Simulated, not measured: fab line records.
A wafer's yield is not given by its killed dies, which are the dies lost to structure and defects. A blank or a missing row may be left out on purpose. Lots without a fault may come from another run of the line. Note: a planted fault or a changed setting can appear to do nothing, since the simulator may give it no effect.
fab line records    flow sky130
[record] lots = 13  wafers = 38  lastDay = 50
route steps=708 shown SONOS_ONO@181 POLY_GATE@218 PAD_OPEN@708
lots that met no fault: from a run of the same line without faults
startH: the number of hours between the record's first day and the start of the first shown wafer of the lot    waitH: hours from the lot's prior step to this one    " identical to the entry in the row above    L1.1+2: one row covering several wafers at once    - either no value or no given start    * or withheld: withheld    < > ~ a bound
route shown NAME@n: a module of which the file shows steps, and the number in the route of the first    usual: mean/standard deviation taken from wafers without a fault    same: alike in all rows    chamber/n: place in a boat    sites: readings site by site    _std_site: their standard deviation    _edge_site: the outer-site mean with the inner-site mean subtracted    radiusMm: how far each site lies from the wafer's centre    mask NAME#n: copy n    behind: the tool/chamber that last shaped the wafer    hold: reason for holding the lot/hours on hold/outcome of the hold    device: which transistor (n, p or np) failed to switch    end of line: tests of these same wafers at the route's end    for a step that has no rows: nothing shown but its recipe    killed: count of dies lost to structure and defects at first sort (not the wafer's yield)    map: the dies of a wafer, with x for killed, . for not killed, _ for no die there
set.NAME: the setting as run; set.NAME@STEP: as run at that earlier step    model.NAME: the simulator's own value behind a step, which no gauge read
a sample of lots followed through the steps of the route, with each step as a table and each wafer as a row
services: when a tool's chamber went out of use (startH, in hours from the record's first day, below 0 if earlier), for how many hours, and the reason
[[steps]]
[step SKY_SONOS_ONO_CD_MEAS_13]
[recipe] targetCdNm = 410
[usual] cdNm = 410.2/2.7
lot.wafer  tool      chamber  startH  waitH  cdNm
L133.2     cdSem-01  -        281.31  0.1    417.0
L133.4     "         -        "       "      415.0
L133.6     "         -        "       "      414.4
L134.1     cdSem-02  -        289.65  0.1    406.5
L134.4     "         -        "       "      408.2
L134.6     "         -        "       "      406.9
L135.2     cdSem-02  -        303.72  0.1    409.9
L135.5     "         -        "       "      409.6
L135.6     "         -        "       "      409.8
L136.1     cdSem-02  -        310.44  0.1    409.0
L136.2     "         -        "       "      409.4
L136.6     "         -        "       "      409.2
L144.1     cdSem-01  -        374.19  0.1    410.5
L144.4     "         -        "       "      408.3
L144.5     "         -        "       "      409.5
L146.5     cdSem-01  -        389.77  0.1    410.6
L146.6     "         -        "       "      410.9
L148.3     cdSem-01  -        407.59  0.1    407.3
L148.4     "         -        "       "      412.3
L148.6     "         -        "       "      410.8
L149.4     cdSem-02  -        416.86  0.1    416.7
L149.5     "         -        "       "      418.1
L149.6     "         -        "       "      418.3
L150.2     cdSem-02  -        432.96  0.1    413.0
L150.4     "         -        "       "      412.5
L150.5     "         -        "       "      411.5
L151.2     cdSem-02  -        436.91  0.1    412.0
L151.3     "         -        "       "      410.7
L151.6     "         -        "       "      411.5
L153.1     cdSem-02  -        459.90  0.1    410.1
L153.3     "         -        "       "      410.4
L153.5     "         -        "       "      410.2
L154.2     cdSem-01  -        469.72  0.1    408.1
L154.3     "         -        "       "      407.3
L154.5     "         -        "       "      407.0
L155.2     cdSem-01  -        473.12  0.1    410.9
L155.4     "         -        "       "      411.0
L155.5     "         -        "       "      412.7
[step SKY_SONOS_ONO_ETCH_15]
[recipe] targetDepthNm = 19.52  chemistry = CHF3/O2  sourceW = 600  biasW = 200  pressureMtorr = 40  chf3FlowSccm = 50  O2_flow_sccm = 5  timeS = 7.8
[usual] O2_flow_sccm = 5.001/0.014  drypumpMotorCurrentA = 6.1/0.46  oesProductAu = 0.997/0.0084  throttleValvePct = 8.825/0.0085
lot.wafer  tool        chamber  startH  waitH  O2_flow_sccm  drypumpMotorCurrentA  oesProductAu  rfHoursCounterH  throttleValvePct
L133.2     rieDiel-01  3        281.45  0.0    4.998         6.6                   1.005         53               8.836
L133.4     "           0        "       "      4.983         6.1                   1.014         68               8.837
L133.6     "           3        "       "      5.012         6.6                   1.013         -                8.838
L134.1     rieDiel-02  1        289.80  0.0    4.983         6.2                   1.002         18               8.832
L134.4     "           2        "       "      4.996         5.9                   0.992         91               8.835
L134.6     "           3        "       "      4.977         5.2                   0.994         -                8.823
L135.2     rieDiel-03  0        303.85  0.0    5.018         6.5                   0.997         70               8.831
L135.5     "           0        "       "      5.025         6.5                   0.989         -                8.817
L135.6     "           3        "       "      5.007         5.4                   0.985         -                8.817
L136.1     rieDiel-02  2        310.60  0.0    5.000         5.9                   0.996         91               8.832
L136.2     "           0        "       "      4.997         5.6                   0.995         22               8.828
L136.6     "           1        "       "      4.988         6.2                   1.007         -                8.825
L144.1     rieDiel-01  3        374.35  0.0    5.000         6.7                   1.012         54               8.818
L144.4     "           0        "       "      5.006         6.1                   1.003         70               8.840
L144.5     "           0        "       "      4.998         6.1                   1.001         -                8.833
L146.5     rieDiel-01  1        389.86  0.0    5.010         6.4                   0.999         -                8.826
L146.6     "           2        "       "      5.022         6.2                   0.988         -                8.826
L148.3     rieDiel-01  0        407.70  0.0    4.988         6.1                   1.006         70               8.832
L148.4     "           1        "       "      5.000         6.4                   1.008         47               8.817
L148.6     "           3        "       "      4.998         6.6                   0.995         -                8.807
L149.4     rieDiel-03  1        416.96  0.0    5.011         6.5                   0.998         -                8.834
L149.5     "           0        "       "      5.031         6.5                   1.009         -                8.826
L149.6     "           3        "       "      5.001         5.4                   0.984         -                8.821
L150.2     rieDiel-01  2        433.10  0.0    5.015         6.2                   0.991         98               8.828
L150.4     "           0        "       "      5.006         6.1                   1.001         71               8.805
L150.5     "           0        "       "      4.999         6.1                   1.007         -                8.829
L151.2     rieDiel-02  0        437.05  0.0    5.000         5.7                   0.994         24               8.816
L151.3     "           1        "       "      5.036         6.2                   1.004         20               8.827
L151.6     "           0        "       "      4.987         5.7                   0.997         -                8.814
L153.1     rieDiel-03  0        460.05  0.0    4.986         6.5                   0.992         72               8.822
L153.3     "           3        "       "      4.996         5.4                   0.990         6                8.824
L153.5     "           0        "       "      4.976         6.5                   1.010         -                8.836
L154.2     rieDiel-02  1        469.85  0.0    4.990         6.2                   1.010         21               8.836
L154.3     "           2        "       "      4.998         5.9                   0.999         94               8.828
L154.5     "           0        "       "      4.994         5.7                   0.986         -                8.827
L155.2     rieDiel-01  2        473.25  0.0    4.993         6.2                   1.005         0                8.831
L155.4     "           3        "       "      5.010         6.6                   1.005         56               8.845
L155.5     "           0        "       "      4.988         6.1                   1.011         -                8.835
[step SKY_POLY_GATE_THK_MEAS_04]
[recipe] reads = Si3N4_of_POLY_GATE_CVD_03
[usual] POLY_GATE_CVD_03_THK = 74.8/0.69
lot.wafer  tool          chamber  startH  waitH  POLY_GATE_CVD_03_THK[nm]
L133.2     filmMetro-04  -        340.69  0.0    73.9
L133.4     "             -        "       "      73.6
L133.6     "             -        "       "      73.8
L134.1     filmMetro-04  -        350.83  0.0    75.3
L134.4     "             -        "       "      75.5
L134.6     "             -        "       "      74.8
L135.2     filmMetro-03  -        366.16  0.0    74.9
L135.5     "             -        "       "      75.4
L135.6     "             -        "       "      74.5
L136.1     filmMetro-03  -        372.92  0.0    74.0
L136.2     "             -        "       "      73.8
L136.6     "             -        "       "      74.1
L144.1     filmMetro-04  -        442.04  0.0    74.8
L144.4     "             -        "       "      75.7
L144.5     "             -        "       "      75.7
L146.5     filmMetro-02  -        464.32  0.0    76.5
L146.6     "             -        "       "      76.0
L148.3     filmMetro-02  -        477.23  0.0    75.0
L148.4     "             -        "       "      75.9
L148.6     "             -        "       "      75.8
L149.4     filmMetro-02  -        486.59  0.0    75.5
L149.5     "             -        "       "      75.4
L149.6     "             -        "       "      75.7
L150.2     filmMetro-03  -        505.49  0.0    74.7
L150.4     "             -        "       "      74.4
L150.5     "             -        "       "      74.4
L151.2     filmMetro-03  -        511.21  0.0    73.9
L151.3     "             -        "       "      73.9
L151.6     "             -        "       "      73.4
L153.1     filmMetro-04  -        527.43  0.0    74.3
L153.3     "             -        "       "      73.9
L153.5     "             -        "       "      74.1
L154.2     filmMetro-04  -        540.01  0.0    75.0
L154.3     "             -        "       "      74.7
L154.5     "             -        "       "      73.9
L155.2     filmMetro-04  -        545.21  0.0    74.7
L155.4     "             -        "       "      74.8
L155.5     "             -        "       "      75.5
[step SKY_POLY_GATE_DEVELOP_12]
[recipe] developTimeS = 60  resist = KrF-thick  devTempC = 21
lot.wafer   tool           chamber  startH  waitH
L133.2+4+6  lithoTrack-01  0        367     -
L134.1+4+6  lithoTrack-01  0        378     -
L135.2+5+6  lithoTrack-02  0        395     -
L136.1+2+6  lithoTrack-02  0        401     -
L144.1+4+5  lithoTrack-02  0        473     -
L146.5+6    lithoTrack-02  0        495     -
L148.3+4+6  lithoTrack-04  0        508     -
L149.4+5+6  lithoTrack-01  0        518     -
L150.2+4+5  lithoTrack-01  0        536     -
L151.2+3+6  lithoTrack-01  0        540     -
L153.1+3+5  lithoTrack-01  0        557     -
L154.2+3+5  lithoTrack-02  0        569     -
L155.2+4+5  lithoTrack-04  0        574     -
[step SKY_POLY_GATE_CD_MEAS_13]
[recipe] targetCdNm = 150
[usual] cdNm = 150.3/1.2
lot.wafer  tool      chamber  startH  waitH  cdNm
L133.2     cdSem-02  -        368.06  -      150.9
L133.4     "         -        "       "      151.6
L133.6     "         -        "       "      151.3
L134.1     cdSem-01  -        378.89  -      150.1
L134.4     "         -        "       "      149.1
L134.6     "         -        "       "      150.1
L135.2     cdSem-01  -        395.58  -      150.1
L135.5     "         -        "       "      148.9
L135.6     "         -        "       "      151.8
L136.1     cdSem-02  -        402.11  -      149.7
L136.2     "         -        "       "      148.6
L136.6     "         -        "       "      149.0
L144.1     cdSem-02  -        473.21  -      150.7
L144.4     "         -        "       "      148.8
L144.5     "         -        "       "      144.0
L146.5     cdSem-02  -        495.89  -      146.8
L146.6     "         -        "       "      145.6
L148.3     cdSem-01  -        508.94  -      149.6
L148.4     "         -        "       "      149.8
L148.6     "         -        "       "      148.3
L149.4     cdSem-02  -        518.45  -      150.4
L149.5     "         -        "       "      150.8
L149.6     "         -        "       "      150.1
L150.2     cdSem-01  -        536.51  -      151.1
L150.4     "         -        "       "      151.2
L150.5     "         -        "       "      151.3
L151.2     cdSem-01  -        540.96  -      149.1
L151.3     "         -        "       "      148.9
L151.6     "         -        "       "      150.4
L153.1     cdSem-02  -        557.74  -      148.7
L153.3     "         -        "       "      150.2
L153.5     "         -        "       "      149.0
L154.2     cdSem-01  -        569.23  -      148.5
L154.3     "         -        "       "      148.8
L154.5     "         -        "       "      148.1
L155.2     cdSem-02  -        574.67  -      151.3
L155.4     "         -        "       "      150.0
L155.5     "         -        "       "      150.7
[step SKY_PAD_OPEN_PROBE_99]
[usual] killed_at_M0_to_M3 = 45/7.3  killed_at_M4_up = 3.1/1.7  killedAtContacts = 25/5.1  killedAtFrontEnd = 15/4.5  killedAtOther = 0.3/0.56  killedDies = 88/9.4  killedOpen = 47/6.6  killedShort = 40/6.9
[same] grossDies = 492  killedAtBackSide = 0
lot.wafer  tool       chamber  startH   waitH  killed_at_M0_to_M3  killed_at_M4_up  killedAtContacts  killedAtFrontEnd  killedAtOther  killedDies  killedOpen  killedShort
L146.6     prober-02  -        1157.82  0.2    56                  3                28                9                 0              96          54          42
// killed by level:class
L146.6 CONTACT:geometricParticle:open=15 VIA1:geometricParticle:open=10 VIA2:geometricParticle:open=10 VIA3:geometricParticle:open=8 METAL2:geometricParticle:short=8 METAL1:geometricParticle:short=7 VIA1:geometricParticle:short=5 METAL3:geometricParticle:short=5
[[services]]
tool        chamber  startH  hours  kind
rieDiel-02  -        259.94  0.6    repair
rieDiel-03  -        265.48  1.8    repair
rieDiel-01  1        270.33  6.2    repair
rieDiel-01  2        357.26  14.1   repair
rieDiel-02  0        364.60  5.9    repair
rieDiel-02  1        388.87  9.0    repair
rieDiel-03  2        416.59  5.8    repair
rieDiel-01  2        449.99  -      clean
rieDiel-01  2        449.99  16.2   scheduledDown
rieDiel-01  2        449.99  16.2   ventCycle
rieDiel-02  -        450.16  1.6    repair
rieDiel-02  2        487.76  -      clean
rieDiel-02  2        487.76  31.6   scheduledDown
rieDiel-02  2        487.76  31.6   ventCycle
rieDiel-03  0        487.92  5.3    repair
rieDiel-03  1        509.48  -      clean
rieDiel-03  1        509.48  17.5   scheduledDown
rieDiel-03  1        509.48  17.5   ventCycle
rieDiel-03  1        567.80  1.3    repair
[[key]]
[firstSign] step = SKY_POLY_GATE_CD_MEAS_13  reading = cdNm  direction = down  sigmas = 4  usual = 150.3  struck = 145.5
effect none on later readings
metAt SKY_POLY_GATE_DEVELOP_12
struckLots L144,L146
struckWafers L144.5,L146.5,L146.6
testerLeftOut L144,L146
notActingAt SKY_SONOS_ONO_CD_MEAS_13,SKY_SONOS_ONO_ETCH_15,SKY_POLY_GATE_THK_MEAS_04
onsetBetween 401 473
[fault] kind = processParameterDrift  tool = lithoTrack-02  chamber = -  onsetH = 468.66  steps = SKY_POLY_GATE_DEVELOP_12  channel = developTimeS  offset = *  shape = step  endH = 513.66  scope = struckWafersOnly  actsIn = *  stated = *
// testerLeftOut: of these lots the tester's yield and bins aren't shown, on N5 and GAA mostly nor the transistor test; their killed dies are dies lost to structure and defects alone, not to doping, threshold or leakage, so they don't give the yield
